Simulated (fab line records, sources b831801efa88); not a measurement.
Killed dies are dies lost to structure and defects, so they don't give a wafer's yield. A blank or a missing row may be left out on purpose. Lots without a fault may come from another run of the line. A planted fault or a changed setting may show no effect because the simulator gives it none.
Chamber matching | flow sky130 | SKY_VIA1_CMP_02 on cmp-02: 4 sister chambers
The step polishes SiO2. 33 wafers are shown with their chamber, then 12 later ones without.

WAFERS WITH THEIR CHAMBER
wafer  | chamber | motor_current_A (A)
L074.1 | 1       | 12.6
L074.4 | 2       | 12.6
L074.5 | 2       | 12.5
L074.2 | 3       | 10.1
L074.3 | 0       | 11.7
L074.6 | 3       | 10.5
L075.1 | 1       | 12.1
L075.2 | 0       | 11.6
L075.3 | 2       | 13.0
L077.2 | 1       | 13.7
L077.3 | 0       | 11.4
L077.6 | 3       | 10.1
L083.1 | 1       | 12.7
L083.2 | 3       | 10.4
L083.3 | 0       | 11.5
L084.4 | 2       | 12.5
L084.5 | 0       | 11.4
L084.6 | 3       | 10.6
L087.1 | 1       | 12.5
L087.4 | 0       | 11.3
L087.5 | 1       | 12.2
L087.2 | 3       | 10.7
L087.3 | 2       | 12.7
L087.6 | 2       | 12.0
L088.3 | 1       | 12.8
L088.4 | 0       | 12.2
L088.6 | 1       | 12.4
L088.1 | 2       | 12.6
L088.2 | 3       | 10.2
L088.5 | 0       | 11.1
L092.1 | 0       | 11.1
L092.2 | 3       | 9.7
L092.6 | 1       | 12.7

SIGNATURES (means of the wafers above)
reading         | chamber 0 | chamber 1 | chamber 2 | chamber 3 | scatter within a chamber
motor_current_A | 11.478    | 12.633    | 12.557    | 10.287    | 0.368
Rule: a wafer's distance from a chamber is the root of the sum, over the readings, of the square of ((its reading less the chamber's mean) divided by the reading's scatter). The wafer belongs to the nearest chamber; if the next one is less than 2 further off, it can't be placed. The scatter: the root of (the sum of the squares of (reading less its chamber's mean) over the shown wafers, divided by (wafers less chambers)).

WAFERS WITHOUT THEIR CHAMBER
wafer  | motor_current_A (A)
L093.3 | 11.9
L093.5 | 12.4
L093.6 | 11.3
L093.1 | 10.7
L093.2 | 12.8
L093.4 | 12.5
L095.3 | 10.8
L095.4 | 12.2
L095.5 | 10.8
L095.1 | 10.5
L095.2 | 13.0
L095.6 | 12.5

WHICH CHAMBER EACH WENT THROUGH
wafer  | from the rows above          | in truth
L093.3 | can't be placed: 0 or 2 or 1 | 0
L093.5 | can't be placed: 2 or 1      | 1
L093.6 | 0                            | 0
L093.1 | can't be placed: 3 or 0      | 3
L093.2 | can't be placed: 1 or 2      | 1
L093.4 | can't be placed: 2 or 1      | 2
L095.3 | can't be placed: 3 or 0      | 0
L095.4 | can't be placed: 2 or 1 or 0 | 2
L095.5 | can't be placed: 3 or 0      | 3
L095.1 | 3                            | 3
L095.2 | can't be placed: 1 or 2      | 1
L095.6 | can't be placed: 2 or 1      | 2
Placed correctly: 2 of 12. Can't be placed from these rows: 10 (the true chamber is among the candidates in 10). Placed wrongly: 0.
